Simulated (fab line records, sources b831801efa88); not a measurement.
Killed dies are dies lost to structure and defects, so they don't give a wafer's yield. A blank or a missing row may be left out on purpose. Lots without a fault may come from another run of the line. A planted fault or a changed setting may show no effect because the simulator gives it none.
Which tool did it? | flow gf180mcu | 10 lots, 30 wafers sampled, at 7 steps of a route of 602

WHAT THE GAUGES READ, wafer by wafer
GF_PSD_TW_MEAS_11. Usual: PSD_TW 3206, standard deviation 15.
lot  | measured     | on            | PSD_TW         | flag
L605 | day 14 07:49 | film_metro-02 | 3209 3210 3215 |
L607 | day 14 19:41 | film_metro-01 | 3181 3199 3188 |
L609 | day 15 13:40 | film_metro-01 | 3177 3216 3181 |
L610 | day 15 23:37 | film_metro-01 | 3202 3206 3193 |
L612 | day 16 14:41 | film_metro-02 | 3190 3206 3217 |
L619 | day 19 06:53 | film_metro-04 | 3433 3431 3445 | OFF
L620 | day 19 15:04 | film_metro-01 | 3439 3447 3454 | OFF
L623 | day 20 20:06 | film_metro-01 | 3221 3205 3196 |
L625 | day 21 09:46 | film_metro-01 | 3213 3214 3216 |
L628 | day 22 12:30 | film_metro-04 | 3218 3211 3208 |

GF_PSD_RS_MEAS_15: measures by four-point-probe. Usual: PSD_RS 108.6 ohm/sq, standard deviation 0.3.
lot  | measured     | on            | PSD_RS (ohm/sq)   | flag
L605 | day 14 08:08 | film_metro-04 | 108.7 108.5 108.7 |
L607 | day 14 20:00 | film_metro-04 | 108.9 109.1 108.6 |
L609 | day 15 14:00 | film_metro-04 | 108.8 109.0 109.0 |
L610 | day 15 23:57 | film_metro-02 | 108.7 109.0 108.7 |
L612 | day 16 15:01 | film_metro-04 | 108.7 108.9 109.0 |
L619 | day 19 07:13 | film_metro-04 | 97.9 97.6 97.6    | OFF
L620 | day 19 15:23 | film_metro-01 | 97.9 97.7 97.9    | OFF
L623 | day 20 20:25 | film_metro-01 | 108.5 108.2 108.3 |
L625 | day 21 10:07 | film_metro-01 | 108.3 108.2 108.4 |
L628 | day 22 12:50 | film_metro-02 | 108.6 108.3 108.3 |

GF_V3_BOW_MEAS_05. Usual: V3_BOW 119 um, standard deviation 8.5.
lot  | measured     | on            | V3_BOW (um) | flag
L605 | day 21 10:50 | film_metro-02 | 120 122 118 |
L607 | day 22 01:19 | film_metro-02 | 134 124 119 |
L609 | day 22 21:43 | film_metro-01 | 122 119 130 |
L610 | day 23 05:46 | film_metro-01 | 134 127 130 |
L612 | day 23 23:23 | film_metro-02 | 111 119 131 |
L619 | day 26 08:40 | film_metro-01 | 115 122 119 |
L620 | day 26 13:44 | film_metro-03 | 109 108 106 |
L623 | day 27 22:32 | film_metro-03 | 113 123 114 |
L625 | day 28 03:57 | film_metro-03 | 108 114 111 |
L628 | day 29 01:53 | film_metro-02 | 103 108 118 |

WHICH TOOL RAN EACH LOT (tool, then ch and the chambers of the sampled wafers, then the start)
lot  | GF_STI_ETCH_14                  | GF_PSD_IMPLANT_09               | GF_PSD_STRIP_10                      | GF_M2_STRIP_17
L605 | rie_si-01 ch 1,2,3, day 2 02:17 | implanter-04 ch 0, day 14 07:34 | plasma_asher-04 ch 0,1, day 14 07:43 | plasma_asher-03 ch 0,1, day 19 06:27
L607 | rie_si-02 ch 0,1,2, day 2 11:32 | implanter-04 ch 0, day 14 19:26 | plasma_asher-01 ch 0,1, day 14 19:35 | plasma_asher-04 ch 0,1, day 19 20:48
L609 | rie_si-01 ch 0,2,3, day 2 21:50 | implanter-03 ch 0, day 15 13:26 | plasma_asher-04 ch 1, day 15 13:34   | plasma_asher-02 ch 1, day 20 17:10
L610 | rie_si-01 ch 1,2,3, day 3 03:32 | implanter-04 ch 0, day 15 23:23 | plasma_asher-02 ch 0,1, day 15 23:31 | plasma_asher-04 ch 0,1, day 21 03:17
L612 | rie_si-01 ch 0,1,2, day 3 14:52 | implanter-01 ch 0, day 16 14:26 | plasma_asher-01 ch 0,1, day 16 14:35 | plasma_asher-03 ch 0,1, day 21 20:39
L619 | rie_si-02 ch 0,2,3, day 5 01:26 | implanter-04 ch 0, day 19 06:40 | plasma_asher-02 ch 0,1, day 19 06:47 | plasma_asher-02 ch 0,1, day 24 10:48
L620 | rie_si-01 ch 0,2,3, day 5 07:32 | implanter-04 ch 0, day 19 14:49 | plasma_asher-01 ch 0,1, day 19 14:58 | plasma_asher-04 ch 0,1, day 24 15:33
L623 | rie_si-02 ch 0,2, day 5 21:56   | implanter-03 ch 0, day 20 19:52 | plasma_asher-01 ch 0,1, day 20 19:59 | plasma_asher-02 ch 0,1, day 25 22:26
L625 | rie_si-02 ch 0,1, day 6 08:46   | implanter-03 ch 0, day 21 09:34 | plasma_asher-01 ch 0,1, day 21 09:40 | plasma_asher-04 ch 0,1, day 26 07:42
L628 | rie_si-01 ch 0,3, day 7 01:35   | implanter-03 ch 0, day 22 12:16 | plasma_asher-04 ch 0,1, day 22 12:23 | plasma_asher-02 ch 0,1, day 27 06:33
- GF_STI_ETCH_14: etches Si in HBr/Cl2/O2, target depth 360 nm, time 102.9 s.
- GF_PSD_IMPLANT_09
- GF_PSD_STRIP_10: strips in O2/N2.
- GF_M2_STRIP_17: strips in O2/N2.

WHAT THE TOOLS THEMSELVES READ (means of the sampled wafers that have a number; where no wafer has one, the mark that the record gives instead)
GF_STI_ETCH_14. Usual: bias_w 150.0 W, standard deviation 0.42; drypump_motor_current_A 5.6 A, standard deviation 0.55; oes_product_au 0.991 a.u., standard deviation 0.01; throttle_valve_pct 25.664 %, standard deviation 0.011.
lot  | tool      | bias_w (W) | drypump_motor_current_A (A) | oes_product_au (a.u.) | throttle_valve_pct (%) | flag
L605 | rie_si-01 | 150.1      | 6.0                         | 0.990                 | 25.662                 |
L607 | rie_si-02 | 149.8      | 5.1                         | 0.995                 | 25.661                 |
L609 | rie_si-01 | 149.7      | 6.0                         | 0.999                 | 25.651                 |
L610 | rie_si-01 | 149.8      | 6.0                         | 0.990                 | 25.661                 |
L612 | rie_si-01 | 149.2      | 5.9                         | 0.992                 | 25.664                 |
L619 | rie_si-02 | 150.0      | 5.4                         | 0.993                 | 25.670                 |
L620 | rie_si-01 | 150.4      | 6.0                         | 1.004                 | 25.658                 |
L623 | rie_si-02 | 150.2      | 5.3                         | 0.993                 | 25.661                 |
L625 | rie_si-02 | 150.3      | 5.2                         | 0.995                 | 25.670                 |
L628 | rie_si-01 | 150.1      | 5.7                         | 0.985                 | 25.666                 |

GF_PSD_IMPLANT_09. Usual: beam_energy_keV 39.999, standard deviation 0.012.
lot  | tool         | beam_energy_keV | flag
L605 | implanter-04 | 40.010          |
L607 | implanter-04 | 39.986          |
L609 | implanter-03 | 39.990          |
L610 | implanter-04 | 39.984          |
L612 | implanter-01 | 39.995          |
L619 | implanter-04 | 52.659          | OFF
L620 | implanter-04 | 52.666          | OFF
L623 | implanter-03 | 40.007          |
L625 | implanter-03 | 39.998          |
L628 | implanter-03 | 40.000          |

GF_PSD_STRIP_10. Usual: drypump_motor_current_A 5.8 A, standard deviation 0.38; heater_power_w 328 W, standard deviation 13; o2_flow_sccm 3000 sccm, standard deviation 9.5; oes_product_au 0.592 a.u., standard deviation 0.0049; strip_time_to_endpoint_s 16.54 s, standard deviation 0.033.
lot  | tool            | drypump_motor_current_A (A) | heater_power_w (W) | o2_flow_sccm (sccm) | oes_product_au (a.u.) | strip_time_to_endpoint_s (s) | flag
L605 | plasma_asher-04 | 6.0                         | 340                | 2991                | 0.590                 | 16.55                        |
L607 | plasma_asher-01 | 5.7                         | 314                | 2992                | 0.590                 | 16.56                        |
L609 | plasma_asher-04 | 5.3                         | 328                | 3000                | 0.589                 | 16.53                        |
L610 | plasma_asher-02 | 6.1                         | 328                | 3001                | 0.593                 | 16.51                        |
L612 | plasma_asher-01 | 5.7                         | 313                | 3001                | 0.588                 | 16.50                        |
L619 | plasma_asher-02 | 6.1                         | 327                | 2997                | 0.568                 | 17.78                        | OFF
L620 | plasma_asher-01 | 5.9                         | 326                | 3003                | 0.569                 | 17.78                        | OFF
L623 | plasma_asher-01 | 5.7                         | 311                | 3007                | 0.590                 | 16.56                        |
L625 | plasma_asher-01 | 5.9                         | 320                | 3008                | 0.593                 | 16.53                        |
L628 | plasma_asher-04 | 5.6                         | 332                | 3007                | 0.591                 | 16.56                        |

GF_M2_STRIP_17. Usual: drypump_motor_current_A 5.9 A, standard deviation 0.41; heater_power_w 334 W, standard deviation 19; o2_flow_sccm 3000 sccm, standard deviation 9.2; oes_product_au 0.558 a.u., standard deviation 0.0051; strip_time_to_endpoint_s 7.86 s, standard deviation 0.043.
lot  | tool            | drypump_motor_current_A (A) | heater_power_w (W) | o2_flow_sccm (sccm) | oes_product_au (a.u.) | strip_time_to_endpoint_s (s) | flag
L605 | plasma_asher-03 | 5.9                         | 358                | 3002                | 0.554                 | 7.86                         |
L607 | plasma_asher-04 | 5.6                         | 330                | 3000                | 0.556                 | 7.84                         |
L609 | plasma_asher-02 | 6.3                         | 332                | 2999                | 0.550                 | 7.86                         |
L610 | plasma_asher-04 | 5.6                         | 325                | 3000                | 0.559                 | 7.84                         |
L612 | plasma_asher-03 | 5.7                         | 336                | 3002                | 0.556                 | 7.95                         |
L619 | plasma_asher-02 | 6.0                         | 324                | 2999                | 0.564                 | 7.84                         |
L620 | plasma_asher-04 | 5.6                         | 330                | 3005                | 0.552                 | 7.80                         |
L623 | plasma_asher-02 | 6.1                         | 327                | 3007                | 0.557                 | 7.86                         |
L625 | plasma_asher-04 | 5.9                         | 338                | 3007                | 0.558                 | 7.91                         |
L628 | plasma_asher-02 | 6.1                         | 331                | 3007                | 0.559                 | 7.85                         |

THE ANSWER, worked out from the rows above alone
Rule: a lot is off if the mean of its wafers that have a number lies more than 3 standard deviations from the usual mean. A lot without any number at a reading at which 4 lots or more have one is off too. The other lots that the step has rows for count as sound. The gauges are gone through in route order, then the tools' own readings, and for those a lot's mean is taken as printed above. The first step at which some lot is off is used, and at that step the reading that is off furthest; a lot without a number counts as furthest.
Off: L619, L620, at GF_PSD_TW_MEAS_11 (PSD_TW).
A tool fits if, at a process step before that reading, it ran every lot that is off, and no sound lot after the first of them. The gauges at GF_PSD_TW_MEAS_11 aren't tried: what is off there is off at GF_PSD_IMPLANT_09 too, on other tools, and a gauge's error can't cause that. One fits: implanter-04 at GF_PSD_IMPLANT_09. Its last sound lot is L610 (day 15 23:23), its first lot that is off L619 (day 19 06:40): a fault that began between those two fits.
The tool's own readings at GF_PSD_IMPLANT_09 bear it out: on the lots that are off they differ by more than 5 times the standard deviation of the sound lots' means. beam_energy_keV reads 52.662 there against 39.996 on the sound lots.

WHAT THE SIMULATOR HAD PUT IN
Process parameter drift: implanter-04, from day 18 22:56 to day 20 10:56, at GF_PSD_IMPLANT_09. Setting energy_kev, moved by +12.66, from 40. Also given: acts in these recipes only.
Lots struck among those shown: L619, L620. The rule above found the same.
